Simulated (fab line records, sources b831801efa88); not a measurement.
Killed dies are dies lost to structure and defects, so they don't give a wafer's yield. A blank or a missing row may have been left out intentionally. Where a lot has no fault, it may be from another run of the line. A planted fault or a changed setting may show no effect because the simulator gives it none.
fab line records	flow gf180mcu
record lots=5	wafers=15	last-day=33
route steps=602 shown POLY_GATE@162 HV_LDD@176
lots that met no fault: from a run of the same line without faults
start-h: hours from the record's opening day to when the first of the lot's shown wafers began	wait-h: hours since the lot's step before	" same as the row above	L1.1+2: one row covering several wafers at once	- no value present, or no start provided	* or withheld: withheld	< > ~ a bound
route shown NAME@n: NAME is a module with steps in the file, n the number in the route of the first one	usual: average and standard deviation across the fault-free wafers	same: alike in all rows	chamber/n: place in a boat	sites: the reading at each site	_std_site: the values' standard deviation	_edge_site: the outer-site mean with the inner-site mean subtracted	radius-mm: for every site, how far away it sits from the centre of the wafer	mask NAME#n: copy n	behind: the most recent tool/chamber to have shaped the wafer	hold: cause of the lot's hold/its duration in hours/its outcome	device: names the non-switching transistor (n, p or np)	end of line: the tests these same wafers got at the end of their route	a step without rows: its recipe alone	killed: at the first sort, the dies lost to defects and structure; wafer yield is something else	map: per-die view of a wafer (x killed, . not killed, _ where there is no die)
set.NAME: the setting the step ran with; set.NAME@STEP: the setting that earlier step ran with	model.NAME: the simulator's own value behind a step, which no gauge read
lots at some steps of the route; a table a step, a row a wafer
services: when a tool's chamber went out of use (start-h, in hours from the record's first day, below 0 if earlier), for how many hours, and the reason
## steps
# step GF_POLY_GATE_COAT_05
# recipe resist=KrF	spin-rpm=withheld	resist-thk-nm=700
# usual chill-plate-temp-C=23.00/0.12
lot.wafer	tool	chamber	start-h	wait-h	chill-plate-temp-C
L074.3	litho-track-03	0	-	-	22.98
L074.4	"	0	"	"	23.14
L074.5	"	0	"	"	23.06
L083.1	litho-track-03	0	-	-	23.05
L083.3	"	0	"	"	23.02
L083.6	"	0	"	"	23.09
L088.1	litho-track-02	0	-	-	23.08
L088.2	"	0	"	"	23.05
L088.3	"	0	"	"	23.13
L092.1	litho-track-04	0	-	-	22.98
L092.5	"	0	"	"	23.03
L092.6	"	0	"	"	22.98
L094.2	litho-track-04	0	-	-	22.92
L094.3	"	0	"	"	22.91
L094.6	"	0	"	"	23.06
# step GF_POLY_GATE_SOFTBAKE_06
# recipe temp-c=130	time-s=60	resist=KrF
# usual chill-plate-temp-C=23.00/0.1
lot.wafer	tool	chamber	start-h	wait-h	chill-plate-temp-C
L074.3	litho-track-03	0	-	-	23.00
L074.4	"	0	"	"	23.01
L074.5	"	0	"	"	22.89
L083.1	litho-track-03	0	-	-	23.03
L083.3	"	0	"	"	22.97
L083.6	"	0	"	"	22.97
L088.1	litho-track-02	0	-	-	23.15
L088.2	"	0	"	"	23.00
L088.3	"	0	"	"	23.08
L092.1	litho-track-04	0	-	-	23.13
L092.5	"	0	"	"	23.12
L092.6	"	0	"	"	22.79
L094.2	litho-track-04	0	-	-	23.03
L094.3	"	0	"	"	23.06
L094.6	"	0	"	"	23.05
# step GF_POLY_GATE_EXPOSE_07
# recipe mask-id=Poly2	target-cd-nm=280	na=0.68	source-shape=conventional	sigma-outer=0.6	dose-mj=28
lot.wafer	tool	chamber	start-h	wait-h	mask
L074.3+4+5	krf-scanner-02	0	-	-	Poly2#0
L083.1+3+6	krf-scanner-02	0	-	-	Poly2#0
L088.1+2+3	krf-scanner-02	0	-	-	Poly2#0
L092.1+5+6	krf-scanner-02	0	-	-	Poly2#0
L094.2+3+6	krf-scanner-02	0	-	-	Poly2#0
# step GF_POLY_GATE_PEB_08
# recipe peb-temp-c=135	peb-time-s=90	resist=KrF
# usual chill-plate-temp-C=23.03/0.11
lot.wafer	tool	chamber	start-h	wait-h	chill-plate-temp-C
L074.3	litho-track-02	0	-	-	23.04
L074.4	"	0	"	"	23.03
L074.5	"	0	"	"	23.01
L083.1	litho-track-02	0	-	-	22.99
L083.3	"	0	"	"	23.12
L083.6	"	0	"	"	22.91
L088.1	litho-track-02	0	-	-	23.06
L088.2	"	0	"	"	22.99
L088.3	"	0	"	"	23.08
L092.1	litho-track-02	0	-	-	23.11
L092.5	"	0	"	"	23.02
L092.6	"	0	"	"	22.95
L094.2	litho-track-03	0	-	-	22.77
L094.3	"	0	"	"	23.03
L094.6	"	0	"	"	22.88
# step GF_POLY_GATE_DEVELOP_09
# recipe develop-time-s=60	resist=KrF	dev-temp-c=21
# usual chill-plate-temp-C=23.01/0.1	developer-temp-C=21.00/0.11
lot.wafer	tool	chamber	start-h	wait-h	chill-plate-temp-C	developer-temp-C
L074.3	litho-track-02	0	196.66	0.1	22.94	20.94
L074.4	"	0	"	"	22.99	20.85
L074.5	"	0	"	"	23.05	20.86
L083.1	litho-track-02	0	258.31	0.2	22.97	20.82
L083.3	"	0	"	"	23.02	20.88
L083.6	"	0	"	"	22.92	20.78
L088.1	litho-track-02	0	296.86	0.2	23.06	21.04
L088.2	"	0	"	"	22.94	20.95
L088.3	"	0	"	"	23.03	20.97
L092.1	litho-track-02	0	324.91	0.2	23.14	21.15
L092.5	"	0	"	"	22.90	21.03
L092.6	"	0	"	"	23.07	20.88
L094.2	litho-track-03	0	341.62	0.2	22.82	21.07
L094.3	"	0	"	"	22.92	21.06
L094.6	"	0	"	"	22.93	21.19
# step GF_POLY_GATE_CD_MEAS_10
# recipe target-cd-nm=280
# usual cd-nm=280.3/1.2
lot.wafer	tool	chamber	start-h	wait-h	cd-nm
L074.3	cd-sem-02	-	196.80	0.1	280.5
L074.4	"	-	"	"	281.0
L074.5	"	-	"	"	280.5
L083.1	cd-sem-01	-	258.46	0.1	280.3
L083.3	"	-	"	"	280.0
L083.6	"	-	"	"	280.0
L088.1	cd-sem-01	-	297.01	0.1	279.8
L088.2	"	-	"	"	279.7
L088.3	"	-	"	"	280.1
L092.1	cd-sem-02	-	325.06	0.1	280.1
L092.5	"	-	"	"	281.8
L092.6	"	-	"	"	281.7
L094.2	cd-sem-02	-	341.77	0.1	281.8
L094.3	"	-	"	"	280.3
L094.6	"	-	"	"	280.7
# step GF_POLY_GATE_OVL_MEAS_11
# usual POLY_GATE_OVL=1/5.9
lot.wafer	tool	chamber	start-h	wait-h	POLY_GATE_OVL[nm]
L074.3	overlay-01	-	196.89	0.1	0
L074.4	"	-	"	"	-2
L074.5	"	-	"	"	-5
L083.1	overlay-02	-	258.58	0.1	6
L083.3	"	-	"	"	14
L083.6	"	-	"	"	5
L088.1	overlay-01	-	297.13	0.1	3
L088.2	"	-	"	"	9
L088.3	"	-	"	"	-1
L092.1	overlay-01	-	325.18	0.1	6
L092.5	"	-	"	"	12
L092.6	"	-	"	"	0
L094.2	overlay-02	-	341.87	0.1	-5
L094.3	"	-	"	"	-9
L094.6	"	-	"	"	-5
# step GF_POLY_GATE_ETCH_12
# recipe chemistry=N2/H2	target-depth-a=withheld	overetch-a=withheld	time-s=withheld	target=BARC	ion-energy-ev=200	source-w=500	bias-w=100	pressure-mtorr=30	n2-flow-sccm=100	h2-flow-sccm=200
# usual chamber-pressure-mTorr=30.00/0.03	drypump-motor-current-A=5.7/0.46	oes-product-au=0.735/0.0045	throttle-valve-pct=13.213/0.0097
lot.wafer	tool	chamber	start-h	wait-h	chamber-pressure-mTorr	drypump-motor-current-A	oes-product-au	throttle-valve-pct
L074.3	rie-diel-01	1	196.92	0.0	30.02	4.9	0.739	13.210
L074.4	"	0	"	"	30.02	4.8	0.737	13.213
L074.5	"	3	"	"	30.04	5.5	0.732	13.195
L083.1	rie-diel-02	2	258.62	0.0	30.00	6.2	0.736	13.222
L083.3	"	1	"	"	30.01	5.7	0.732	13.195
L083.6	"	1	"	"	29.99	5.8	0.738	13.213
L088.1	rie-diel-02	0	297.17	0.0	29.98	6.3	0.740	13.214
L088.2	"	3	"	"	30.05	5.6	0.736	13.218
L088.3	"	2	"	"	30.00	6.2	0.739	13.234
L092.1	rie-diel-04	2	325.22	0.0	30.03	6.4	0.737	13.221
L092.5	"	3	"	"	30.00	5.6	0.738	13.219
L092.6	"	2	"	"	30.04	6.4	0.721	13.216
L094.2	rie-diel-02	3	341.90	0.0	29.97	5.6	0.742	13.226
L094.3	"	0	"	"	29.96	6.3	0.728	13.213
L094.6	"	0	"	"	29.99	6.3	0.738	13.213
# step GF_POLY_GATE_ETCH_13
# recipe target=poly-Si	target-depth-nm=198.5	stop-on=SiO2	over-etch-frac=0.403	chemistry=HBr/Cl2	icp-w=400	bias-w=100	pressure-mtorr=10	HBr_flow_sccm=150	Cl2_flow_sccm=50	time-s=69.6
# usual chamber-pressure-mTorr=10.000/0.0086	drypump-motor-current-A=5.6/0.45	mfc-cl2-sccm=50.00/0.15	oes-product-au=0.988/0.0086	throttle-valve-pct=33.684/0.0091
lot.wafer	tool	chamber	start-h	wait-h	chamber-pressure-mTorr	drypump-motor-current-A	mfc-cl2-sccm	oes-product-au	rf-hours-counter-h	throttle-valve-pct
L074.3	rie-si-01	2	196.97	-	10.016	5.9	50.18	0.969	8	33.691
L074.4	"	3	"	"	10.012	6.0	50.21	0.986	43	33.697
L074.5	"	3	"	"	9.996	6.0	49.90	0.990	-	33.690
L083.1	rie-si-02	2	258.67	-	9.992	5.7	49.85	1.003	58	33.687
L083.3	"	0	"	"	9.990	4.9	50.04	0.993	1	33.677
L083.6	"	1	"	"	10.018	6.2	49.76	0.984	-	33.677
L088.1	rie-si-02	2	297.22	-	9.999	5.7	50.16	1.003	58	33.683
L088.2	"	3	"	"	9.994	5.1	49.89	0.974	69	33.684
L088.3	"	0	"	"	9.988	4.9	50.27	0.984	1	33.691
L092.1	rie-si-02	2	325.27	-	10.019	5.7	50.16	0.987	58	33.670
L092.5	"	2	"	"	9.995	5.7	50.09	0.977	-	33.680
L092.6	"	1	"	"	10.001	6.2	50.08	0.990	-	33.683
L094.2	rie-si-01	2	341.95	-	10.011	5.8	49.91	0.993	9	33.681
L094.3	"	0	"	"	10.002	5.1	50.10	0.990	58	33.682
L094.6	"	0	"	"	10.014	5.1	49.76	0.991	-	33.683
# step GF_POLY_GATE_STRIP_14
# recipe chemistry=O2/N2	power-w=1400	pressure-mtorr=1500	platen-temp-c=250	o2-flow-sccm=3000	n2-flow-sccm=300	overash-fraction=0.5
# usual chamber-pressure-mTorr=1500.1/1.4	drypump-motor-current-A=5.5/0.53	heater-power-w=297/16	oes-product-au=0.505/0.0045
lot.wafer	tool	chamber	start-h	wait-h	chamber-pressure-mTorr	drypump-motor-current-A	heater-power-w	oes-product-au	rf-hours-counter-h
L074.3	plasma-asher-03	1	197.06	0.1	1501.0	6.0	310	0.506	-
L074.4	"	0	"	"	1501.1	6.4	274	0.505	-
L074.5	"	1	"	"	1499.4	6.0	310	0.495	-
L083.1	plasma-asher-04	1	258.72	0.0	1497.9	5.0	280	0.496	58
L083.3	"	0	"	"	1499.5	5.7	309	0.503	-
L083.6	"	0	"	"	1500.5	5.7	302	0.504	-
L088.1	plasma-asher-02	1	297.27	0.0	1500.8	4.9	322	0.505	70
L088.2	"	0	"	"	1499.7	5.2	293	0.511	70
L088.3	"	0	"	"	1501.4	5.2	292	0.506	-
L092.1	plasma-asher-04	0	325.32	0.0	1499.1	5.7	312	0.501	64
L092.5	"	0	"	"	1499.9	5.7	310	0.502	-
L092.6	"	1	"	"	1496.6	5.0	279	0.501	-
L094.2	plasma-asher-03	1	342.01	0.0	1498.9	6.0	306	0.508	53
L094.3	"	0	"	"	1500.1	6.4	276	0.510	-
L094.6	"	1	"	"	1500.0	6.0	296	0.511	-
# step GF_POLY_GATE_CLEAN_15
# recipe chemistry=SC1/SC2	mix=1:4:20	temp-c=70	time-s=150	dry=n2-spin
lot.wafer	tool	chamber	start-h	wait-h
L074.3+4+5	wet-bench-04	3	197.12	0.0
L083.1+3+6	wet-bench-01	0	258.82	0.1
L088.1+2+3	wet-bench-01	2	297.37	0.1
L092.1+5+6	wet-bench-01	1	325.42	0.1
L094.2+3+6	wet-bench-02	3	342.12	0.1
# step GF_POLY_GATE_OXIDATION_16
# recipe temp-c=850	ambient=O2	stabilise-s=600	purge-s=300	target-thk-a=40	ox-time-s=899
# usual tube-center-temp-C=850.01/0.085
lot.wafer	tool	chamber	start-h	wait-h	tube-center-temp-C
L074.3	furnace-02	0	198.68	1.5	849.95
L074.4	"	0	"	"	850
L074.5	"	0	"	"	850.01
L083.1	furnace-01	0	258.92	0.0	849.99
L083.3	"	0	"	"	850.13
L083.6	"	0	"	"	849.89
L088.1	furnace-02	0	297.46	0.0	850.08
L088.2	"	0	"	"	850.09
L088.3	"	0	"	"	850
L092.1	furnace-01	0	326.25	0.8	850.04
L092.5	"	0	"	"	850.11
L092.6	"	0	"	"	849.96
L094.2	furnace-01	0	342.17	0.0	850.15
L094.3	"	0	"	"	849.98
L094.6	"	0	"	"	850.06
# step GF_POLY_GATE_THK_MEAS_17
# recipe reads=SiO2_of_POLY_GATE_OXIDATION_16
# usual POLY_GATE_OXIDATION_THK=3.97/0.093
lot.wafer	tool	chamber	start-h	wait-h	POLY_GATE_OXIDATION_THK[nm]
L074.3	film-metro-02	-	199.95	0.0	4.05
L074.4	"	-	"	"	4.11
L074.5	"	-	"	"	4.10
L083.1	film-metro-04	-	260.17	0.0	4.02
L083.3	"	-	"	"	3.97
L083.6	"	-	"	"	3.93
L088.1	film-metro-02	-	298.71	0.0	3.94
L088.2	"	-	"	"	3.99
L088.3	"	-	"	"	3.97
L092.1	film-metro-02	-	327.50	0.0	3.90
L092.5	"	-	"	"	3.89
L092.6	"	-	"	"	3.86
L094.2	film-metro-02	-	343.43	0.0	3.90
L094.3	"	-	"	"	3.84
L094.6	"	-	"	"	3.79
# step GF_POLY_GATE_CD_MEAS_18
# usual cd-nm=280.9/1.6
lot.wafer	tool	chamber	start-h	wait-h	cd-nm
L074.3	cd-sem-01	-	200.04	0.1	280.3
L074.4	"	-	"	"	279.7
L074.5	"	-	"	"	278.3
L083.1	cd-sem-02	-	260.23	0.1	279.5
L083.3	"	-	"	"	278.6
L083.6	"	-	"	"	280.8
L088.1	cd-sem-01	-	298.77	0.1	280.3
L088.2	"	-	"	"	278.9
L088.3	"	-	"	"	280.9
L092.1	cd-sem-01	-	327.56	0.1	280.7
L092.5	"	-	"	"	281.4
L092.6	"	-	"	"	283.6
L094.2	cd-sem-01	-	343.51	0.1	281.4
L094.3	"	-	"	"	282.5
L094.6	"	-	"	"	283.5
# step GF_HV_LDD_DEHYDRATE_00
# recipe temp-c=200	time-s=60
# usual chill-plate-temp-C=23.00/0.099
lot.wafer	tool	chamber	start-h	wait-h	chill-plate-temp-C
L074.3	litho-track-02	0	208.26	8.2	22.98
L074.4	"	0	"	"	22.97
L074.5	"	0	"	"	23.14
L083.1	litho-track-01	0	269.00	8.7	22.97
L083.3	"	0	"	"	22.77
L083.6	"	0	"	"	22.89
L088.1	litho-track-03	0	308.05	9.2	23.08
L088.2	"	0	"	"	23.11
L088.3	"	0	"	"	23.11
L092.1	litho-track-01	0	337.85	10.3	23.03
L092.5	"	0	"	"	23.06
L092.6	"	0	"	"	22.90
L094.2	litho-track-02	0	353.99	10.5	22.99
L094.3	"	0	"	"	22.97
L094.6	"	0	"	"	23.00
# step GF_HV_LDD_HMDS_01
# recipe prime-time-s=60	prime-temp-c=120
# usual chill-plate-temp-C=23.03/0.11
lot.wafer	tool	chamber	start-h	wait-h	chill-plate-temp-C
L074.3	litho-track-02	0	208.41	0.1	23.08
L074.4	"	0	"	"	23.01
L074.5	"	0	"	"	23.06
L083.1	litho-track-01	0	269.15	0.1	23.11
L083.3	"	0	"	"	23.31
L083.6	"	0	"	"	23.15
L088.1	litho-track-03	0	308.20	0.1	23.05
L088.2	"	0	"	"	23.03
L088.3	"	0	"	"	23.07
L092.1	litho-track-01	0	338.00	0.1	23.16
L092.5	"	0	"	"	23.11
L092.6	"	0	"	"	23.10
L094.2	litho-track-02	0	354.14	0.1	23.22
L094.3	"	0	"	"	23.12
L094.6	"	0	"	"	23.08
# step GF_HV_LDD_COAT_02
# recipe resist=NOVOLAK	spin-rpm=3000	resist-thk-nm=1000
# usual chill-plate-temp-C=23.02/0.092
lot.wafer	tool	chamber	start-h	wait-h	chill-plate-temp-C
L074.3	litho-track-02	0	208.56	0.1	22.98
L074.4	"	0	"	"	22.89
L074.5	"	0	"	"	22.89
L083.1	litho-track-01	0	269.30	0.1	22.99
L083.3	"	0	"	"	23.00
L083.6	"	0	"	"	22.94
L088.1	litho-track-03	0	308.35	0.1	23.05
L088.2	"	0	"	"	23.05
L088.3	"	0	"	"	23.01
L092.1	litho-track-01	0	338.15	0.1	23.04
L092.5	"	0	"	"	23.01
L092.6	"	0	"	"	22.94
L094.2	litho-track-02	0	354.29	0.1	23.12
L094.3	"	0	"	"	22.97
L094.6	"	0	"	"	23.17
# step GF_HV_LDD_SOFTBAKE_03
# recipe temp-c=90	time-s=60	resist=NOVOLAK
# usual chill-plate-temp-C=22.98/0.094
lot.wafer	tool	chamber	start-h	wait-h	chill-plate-temp-C
L074.3	litho-track-02	0	208.71	0.1	22.90
L074.4	"	0	"	"	23.09
L074.5	"	0	"	"	22.93
L083.1	litho-track-01	0	269.45	0.1	22.97
L083.3	"	0	"	"	22.92
L083.6	"	0	"	"	22.99
L088.1	litho-track-03	0	308.50	0.1	22.87
L088.2	"	0	"	"	22.90
L088.3	"	0	"	"	22.85
L092.1	litho-track-01	0	338.30	0.1	22.97
L092.5	"	0	"	"	22.84
L092.6	"	0	"	"	22.81
L094.2	litho-track-02	0	354.44	0.1	23.14
L094.3	"	0	"	"	23.10
L094.6	"	0	"	"	22.96
# step GF_HV_LDD_EXPOSE_04
# recipe mask-id=Nplus_LV_AREA	target-cd-nm=400	na=0.6	source-shape=conventional	sigma-outer=0.6	dose-mj=140
lot.wafer	tool	chamber	start-h	wait-h	mask
L074.3+4+5	iline-stepper-02	0	-	-	Nplus_LV_AREA#0
L083.1+3+6	iline-stepper-01	0	-	-	Nplus_LV_AREA#0
L088.1+2+3	iline-stepper-02	0	-	-	Nplus_LV_AREA#0
L092.1+5+6	iline-stepper-01	0	-	-	Nplus_LV_AREA#0
L094.2+3+6	iline-stepper-02	0	-	-	Nplus_LV_AREA#0
## services
tool	chamber	start-h	hours	kind
rie-diel-04	0	173.17	3.6	repair
krf-scanner-02	-	173.48	1.0	pm
rie-diel-01	0	177.78	-	clean
krf-scanner-02	-	199.89	1.3	repair
rie-diel-04	2	223.13	3.0	repair
iline-stepper-02	-	228.98	4.2	repair
rie-diel-04	3	232.82	3.0	repair
krf-scanner-02	-	236.02	0.5	repair
rie-diel-04	3	254.75	3.2	repair
krf-scanner-02	-	254.99	4.0	pm
furnace-01	-	263.17	9.4	pm
iline-stepper-02	-	263.46	1.7	pm
wet-bench-01	-	265.28	2.4	repair
rie-diel-01	-	277.47	5.6	repair
rie-diel-01	2	283.32	4.2	repair
krf-scanner-02	-	290.02	0.8	pm
rie-diel-04	1	302.73	31.2	repair
krf-scanner-02	-	312.35	1.3	pm
rie-diel-02	-	322.15	0.3	repair
rie-diel-04	-	326.08	0.3	repair
rie-diel-01	-	332.28	2.8	pm
iline-stepper-01	-	340.43	4.4	pm
krf-scanner-02	-	346.14	0.6	repair
krf-scanner-02	-	352.58	1.0	pm
## key
fault none
